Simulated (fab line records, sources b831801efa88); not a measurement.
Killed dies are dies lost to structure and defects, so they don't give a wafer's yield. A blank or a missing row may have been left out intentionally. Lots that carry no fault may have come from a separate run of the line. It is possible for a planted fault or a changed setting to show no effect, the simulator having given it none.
Which tool is to blame? ; flow sky130 ; 24 lots with 72 wafers sampled at 4 steps, on a route of 708 steps

## WHAT THE GAUGES SHOWED, per wafer
SKY_VIA4_BOW_MEAS_03. Usual: for VIA4_BOW the level is 81 um and the standard deviation is 8.3.
lot;measured;on;VIA4_BOW (um);flag
L074;day 41 22:35;film metro-02;78 83 71;
L075;day 42 01:51;film metro-02;93 89 79;
L076;day 42 09:31;film metro-01;81 94 98;
L077;day 42 20:53;film metro-02;83 75 84;
L078;day 43 02:38;film metro-01;80 85 85;
L079;day 43 13:40;film metro-03;82 89 87;
L080;day 44 03:03;film metro-03;68 61 70;
L081;day 44 03:53;film metro-01;78 91 96;
L083;day 44 12:43;film metro-02;88 104 97;
L082;day 44 18:43;film metro-02;80 83 82;
L084;day 44 20:16;film metro-01;78 76 80;
L086;day 45 08:28;film metro-02;78 88 85;
L085;day 45 12:20;film metro-01;73 69 76;
L087;day 45 21:44;film metro-03;81 83 73;
L088;day 46 01:59;film metro-02;88 94 88;
L089;day 46 06:37;film metro-02;85 83 72;
L090;day 46 10:11;film metro-02;74 76 64;
L091;day 46 12:14;film metro-02;83 74 86;
L092;day 46 21:11;film metro-01;93 84 80;
L093;day 47 05:05;film metro-03;73 70 84;
L094;day 47 07:58;film metro-02;82 80 74;
L095;day 47 20:03;film metro-02;74 79 81;
L097;day 48 06:58;film metro-03;82 87 74;
L096;day 48 07:49;film metro-02;72 92 81;

## WHICH TOOL RAN EACH LOT (tool, then ch and the chambers of the sampled wafers, then the start)
lot;SKY_METAL3_DESCUM_15;SKY_CAP2M_SPUTTER_02;SKY_METAL4_DESCUM_15
L074;rie metal-04 ch 0,1, day 38 14:38;pvd sputter-04, day 39 19:01;rie metal-01 ch 0,1, day 41 21:01
L075;rie metal-01 ch 0,1, day 38 18:17;pvd sputter-03, day 39 23:01;rie metal-02 ch 0,1, day 42 00:22
L076;rie metal-01 ch 1, day 39 02:57;pvd sputter-02, day 40 07:24;rie metal-02 ch 0,1, day 42 08:02
L077;rie metal-04 ch 0,1, day 39 14:05;pvd sputter-02, day 40 18:19;rie metal-02 ch 0,1, day 42 19:14
L078;rie metal-04 ch 0,1, day 39 20:59;pvd sputter-02, day 41 00:28;rie metal-01 ch 0,1, day 43 01:11
L079;rie metal-01 ch 0,1, day 40 09:23;pvd sputter-04, day 41 11:58;rie metal-03 ch 0,1, day 43 12:02
L080;rie metal-04 ch 0,1, day 40 23:02;pvd sputter-02, day 42 02:47;rie metal-01 ch 0,1, day 44 01:35
L081;rie metal-04 ch 0,1, day 40 23:47;pvd sputter-02, day 42 03:04;rie metal-03 ch 0,1, day 44 02:25
L083;rie metal-02 ch 0,1, day 41 09:41;pvd sputter-02, day 42 12:40;rie metal-01 ch 0,1, day 44 11:11
L082;rie metal-04 ch 0,1, day 41 15:23;pvd sputter-04, day 42 18:47;rie metal-03 ch 0,1, day 44 17:04
L084;rie metal-04 ch 0, day 41 17:26;pvd sputter-04, day 42 20:01;rie metal-02 ch 0,1, day 44 18:38
L086;rie metal-04 ch 0, day 42 06:35;pvd sputter-04, day 43 09:05;rie metal-02 ch 0,1, day 45 06:50
L085;rie metal-01 ch 0,1, day 42 11:02;pvd sputter-04, day 43 14:02;rie metal-03 ch 0,1, day 45 10:53
L087;rie metal-04 ch 0,1, day 42 21:59;pvd sputter-03, day 43 23:59;rie metal-03 ch 0,1, day 45 20:17
L088;rie metal-04 ch 0,1, day 43 01:53;pvd sputter-02, day 44 04:58;rie metal-03 ch 0,1, day 46 00:31
L089;rie metal-04 ch 0,1, day 43 06:14;pvd sputter-04, day 44 09:05;rie metal-03 ch 0,1, day 46 05:01
L090;rie metal-01 ch 1, day 43 11:08;pvd sputter-04, day 44 13:11;rie metal-02 ch 0,1, day 46 08:44
L091;rie metal-02 ch 0,1, day 43 13:53;pvd sputter-03, day 44 16:01;rie metal-03 ch 0,1, day 46 10:46
L092;rie metal-04 ch 0,1, day 43 23:38;pvd sputter-04, day 45 00:49;rie metal-02 ch 1, day 46 19:44
L093;rie metal-02 ch 0,1, day 44 08:17;pvd sputter-04, day 45 09:24;rie metal-02 ch 0,1, day 47 03:38
L094;rie metal-04 ch 0,1, day 44 11:47;pvd sputter-04, day 45 12:25;rie metal-03 ch 0,1, day 47 06:28
L095;rie metal-01 ch 1, day 44 23:35;pvd sputter-04, day 46 00:38;rie metal-03 ch 0,1, day 47 18:35
L097;rie metal-01 ch 0,1, day 45 12:47;pvd sputter-03, day 46 12:59;rie metal-03 ch 0,1, day 48 04:48
L096;rie metal-02 ch 0,1, day 45 13:50;pvd sputter-04, day 46 13:40;rie metal-01 ch 0, day 48 05:52
- SKY_METAL3_DESCUM_15: chemistry O2, time 8 s.
- SKY_CAP2M_SPUTTER_02: material TiN, target thk 200 nm, time 166.7 s.
- SKY_METAL4_DESCUM_15: chemistry O2, time 8 s.

## AS READ BY THE TOOLS THEMSELVES (means over the sampled wafers that have a number; for cases with no such wafer, the mark the record gives instead)
SKY_METAL3_DESCUM_15. Usual: drypump motor current A 5.9 A, standard deviation 0.47; oes product au 0.999 a.u., standard deviation 0.016; rf fwd power W 147.2 W, standard deviation 0.78.
lot;tool;drypump motor current A (A);oes product au (a.u.);rf fwd power W (W);flag
L074;rie metal-04;6.2;0.994;147.3;
L075;rie metal-01;5.6;1.006;147.5;
L076;rie metal-01;5.1;1.006;146.1;
L077;rie metal-04;6.2;0.993;147.3;
L078;rie metal-04;6.2;0.995;147.6;
L079;rie metal-01;5.6;1.016;147.3;
L080;rie metal-04;6.3;0.988;147.9;
L081;rie metal-04;6.2;1.004;147.3;
L083;rie metal-02;5.7;1.004;147.1;
L082;rie metal-04;6.2;0.995;147.1;
L084;rie metal-04;6.1;1.005;147.6;
L086;rie metal-04;6.2;1.006;146.4;
L085;rie metal-01;5.4;1.009;146.9;
L087;rie metal-04;6.3;0.985;147.6;
L088;rie metal-04;6.3;0.986;147.9;
L089;rie metal-04;6.3;0.995;147.2;
L090;rie metal-01;5.1;1.011;146.1;
L091;rie metal-02;5.7;1.008;147.7;
L092;rie metal-04;6.2;0.984;147.4;
L093;rie metal-02;5.6;1.018;147.7;
L094;rie metal-04;6.3;0.976;147.7;
L095;rie metal-01;5.1;1.017;146.0;
L097;rie metal-01;5.6;1.008;147.2;
L096;rie metal-02;5.6;1.009;147.5;

SKY_CAP2M_SPUTTER_02. Usual: throttle valve pct at 29.8 %, with a standard deviation of 1.
lot;tool;throttle valve pct (%);flag
L074;pvd sputter-04;30.1;
L075;pvd sputter-03;29.8;
L076;pvd sputter-02;28.9;
L077;pvd sputter-02;29.1;
L078;pvd sputter-02;28.7;
L079;pvd sputter-04;30.8;
L080;pvd sputter-02;28.9;
L081;pvd sputter-02;28.5;
L083;pvd sputter-02;28.3;
L082;pvd sputter-04;29.9;
L084;pvd sputter-04;30.6;
L086;pvd sputter-04;30.1;
L085;pvd sputter-04;29.9;
L087;pvd sputter-03;29.3;
L088;pvd sputter-02;28.7;
L089;pvd sputter-04;30.6;
L090;pvd sputter-04;30.7;
L091;pvd sputter-03;30.3;
L092;pvd sputter-04;30.1;
L093;pvd sputter-04;30.7;
L094;pvd sputter-04;30.1;
L095;pvd sputter-04;30.0;
L097;pvd sputter-03;30.6;
L096;pvd sputter-04;30.8;

SKY_METAL4_DESCUM_15. Usual: drypump motor current A 5.53 A, standard deviation 0.22; oes product au 1.004 a.u., standard deviation 0.01; rf fwd power W 147.2 W, standard deviation 0.57.
lot;tool;drypump motor current A (A);oes product au (a.u.);rf fwd power W (W);flag
L074;rie metal-01;5.59;1.004;147.4;
L075;rie metal-02;5.62;1.015;147.5;
L076;rie metal-02;5.62;1.015;147.5;
L077;rie metal-02;5.69;1.000;146.7;
L078;rie metal-01;5.37;1.001;146.4;
L079;rie metal-03;5.42;0.999;147.6;
L080;rie metal-01;5.35;1.009;146.4;
L081;rie metal-03;5.44;0.997;147.4;
L083;rie metal-01;5.34;1.019;146.8;
L082;rie metal-03;5.42;1.003;147.1;
L084;rie metal-02;5.70;0.995;147.0;
L086;rie metal-02;5.61;1.003;147.7;
L085;rie metal-03;5.44;1.004;147.6;
L087;rie metal-03;5.42;0.993;147.1;
L088;rie metal-03;5.42;1.003;146.9;
L089;rie metal-03;5.44;0.999;147.3;
L090;rie metal-02;5.61;1.011;146.9;
L091;rie metal-03;5.42;1.005;147.3;
L092;rie metal-02;5.80;1.005;146.9;
L093;rie metal-02;5.59;1.012;147.3;
L094;rie metal-03;5.44;0.999;146.9;
L095;rie metal-03;5.43;0.994;147.6;
L097;rie metal-03;5.42;1.000;147.4;
L096;rie metal-01;5.87;1.006;148.3;

## THE ANSWER, worked out from the rows above alone
Rule: take the mean of a lot's wafers that have a number; if it is more than 3 standard deviations from the usual mean, the lot is off. Also off: a lot with no number at a reading for which 4 or more lots have one. The other lots that the step has rows for count as sound. Order of review: gauges by route order, followed by the tools' own readings, for which a lot's mean as printed above is used. The first step at which some lot is off is used, and at that step the reading that is off furthest; a lot without a number counts as furthest.
Across all readings shown, no lot is off: no conclusion can be drawn from this.

## WHAT THE SIMULATOR PUT IN
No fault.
